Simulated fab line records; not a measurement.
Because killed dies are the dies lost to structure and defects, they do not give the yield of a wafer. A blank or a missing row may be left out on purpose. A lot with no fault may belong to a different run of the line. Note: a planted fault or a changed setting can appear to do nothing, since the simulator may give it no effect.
Which of the tools did it?    flow sky130    14 lots, 42 wafers sampled, at 3 steps of a route of 708

## WHAT EACH GAUGE READ, for each wafer
SKY_LI_CONTACT_RS_MEAS_22: uses a four-point probe to measure.
lot   measured      on             LI_CONTACT_W_RS (ohm/sq)
L892  day 29 10:28  film_metro-03  0.2858 0.2842 0.2846
L894  day 29 23:17  film_metro-02  0.2829 0.2861 0.2874
L897  day 30 20:15  film_metro-04  0.2877 0.2879 0.2900
L898  day 31 14:02  film_metro-04  0.2863 0.2865 0.2874
L899  day 31 16:50  film_metro-03  0.2817 0.2805 0.2824
L900  day 31 22:24  film_metro-02  0.2873 0.2855 0.2858
L901  day 32 06:35  film_metro-03  0.2875 0.2865 0.2881
L904  day 33 07:12  film_metro-03  0.2864 0.2834 0.2848
L905  day 33 13:36  film_metro-04  0.2588 0.2597 0.2616
L906  day 33 16:58  film_metro-03  0.2833 0.2842 0.2830
L907  day 34 04:14  film_metro-04  0.2619 0.2625 0.2632
L909  day 34 20:06  film_metro-03  0.2869 0.2847 0.2867
L911  day 35 10:55  film_metro-02  0.2843 0.2869 0.2806
L915  day 36 14:26  film_metro-02  0.2880 0.2850 0.2899

SKY_LI_CONTACT_THK_MEAS_23: measures by xrf.
lot   measured      on             LI_CONTACT_W_THK (nm)
L892  day 29 10:35  film_metro-03  415 419 416
L894  day 29 23:25  film_metro-02  426 422 422
L897  day 30 20:21  film_metro-04  403 400 398
L898  day 31 14:09  film_metro-04  403 405 401
L899  day 31 16:56  film_metro-03  415 418 417
L900  day 31 22:31  film_metro-02  418 425 425
L901  day 32 06:42  film_metro-03  416 416 416
L904  day 33 07:19  film_metro-03  418 422 423
L905  day 33 13:43  film_metro-04  450 449 443
L906  day 33 17:05  film_metro-03  422 420 425
L907  day 34 04:20  film_metro-04  448 446 445
L909  day 34 20:13  film_metro-03  420 426 421
L911  day 35 11:02  film_metro-02  419 417 428
L915  day 36 14:33  film_metro-02  414 417 412

## WHICH TOOL RAN EACH LOT (tool, then ch and the chambers of the sampled wafers, then the start)
lot   SKY_LI_CONTACT_CVD_21
L892  cvd_w-02 ch 1, day 29 10:20
L894  cvd_w-01 ch 0,1, day 29 23:10
L897  cvd_w-01 ch 0,1, day 30 20:08
L898  cvd_w-02 ch 0,1, day 31 13:54
L899  cvd_w-01 ch 0, day 31 16:38
L900  cvd_w-01 ch 0,1, day 31 22:16
L901  cvd_w-02 ch 0,1, day 32 06:27
L904  cvd_w-01 ch 0,1, day 33 07:04
L905  cvd_w-01 ch 0,1, day 33 13:27
L906  cvd_w-02 ch 0,1, day 33 16:50
L907  cvd_w-01 ch 0,1, day 34 04:07
L909  cvd_w-02 ch 0,1, day 34 19:58
L911  cvd_w-02 ch 0,1, day 35 10:47
L915  cvd_w-01 ch 0,1, day 36 14:18
- SKY_LI_CONTACT_CVD_21: deposits W, target thk 400 nm, time 120.56 s.

## AS READ BY THE TOOLS THEMSELVES (means over the sampled wafers that have a number; for cases with no such wafer, the mark the record gives instead)
SKY_LI_CONTACT_CVD_21.
lot   tool      chamber_pressure_Torr (Torr)  heater_power_w (W)
L892  cvd_w-02  40.12                         802
L894  cvd_w-01  40.01                         813
L897  cvd_w-01  39.99                         807
L898  cvd_w-02  40.04                         857
L899  cvd_w-01  39.98                         885
L900  cvd_w-01  40.07                         858
L901  cvd_w-02  39.89                         853
L904  cvd_w-01  40.04                         814
L905  cvd_w-01  47.14                         848
L906  cvd_w-02  40.03                         856
L907  cvd_w-01  47.14                         841
L909  cvd_w-02  40.03                         865
L911  cvd_w-02  39.96                         871
L915  cvd_w-01  40.03                         845

## THE ANSWER, worked out from the rows above alone
Rule: what is usual is taken from the lots themselves. Put in order of their means at a reading, lots are off if they are a third of the lots or fewer, leave a main group of 4 or more, and stand apart from it by a gap of 3 or more times the standard deviation of the main group's means; of several such gaps the widest counts. Not used: any main group whose means are identical at the precision the tables above print for the reading. Also off: a lot with no number at a reading for which 4 or more lots have one. Where the step has rows for the other lots, those lots are counted as sound. The gauges are gone through in route order, then the tools' own readings, and for those a lot's mean is taken as printed above. At the first step where some lot is off, the reading lying furthest off is the one used; lots without a number count as furthest.
Off: L905, L907, seen at SKY_LI_CONTACT_RS_MEAS_22 (LI_CONTACT_W_RS). Main group: mean 0.2856 ohm/sq, sd 0.0019.
If a tool, at a process step before that reading, ran all the lots that are off and no sound lot after the first of them, it fits. Not tried: the gauges at SKY_LI_CONTACT_RS_MEAS_22; whatever is off there is also off at SKY_LI_CONTACT_CVD_21, on other tools, and gauge error can't account for it. None of those tried fits.

## WHAT WAS PUT IN BY THE SIMULATOR
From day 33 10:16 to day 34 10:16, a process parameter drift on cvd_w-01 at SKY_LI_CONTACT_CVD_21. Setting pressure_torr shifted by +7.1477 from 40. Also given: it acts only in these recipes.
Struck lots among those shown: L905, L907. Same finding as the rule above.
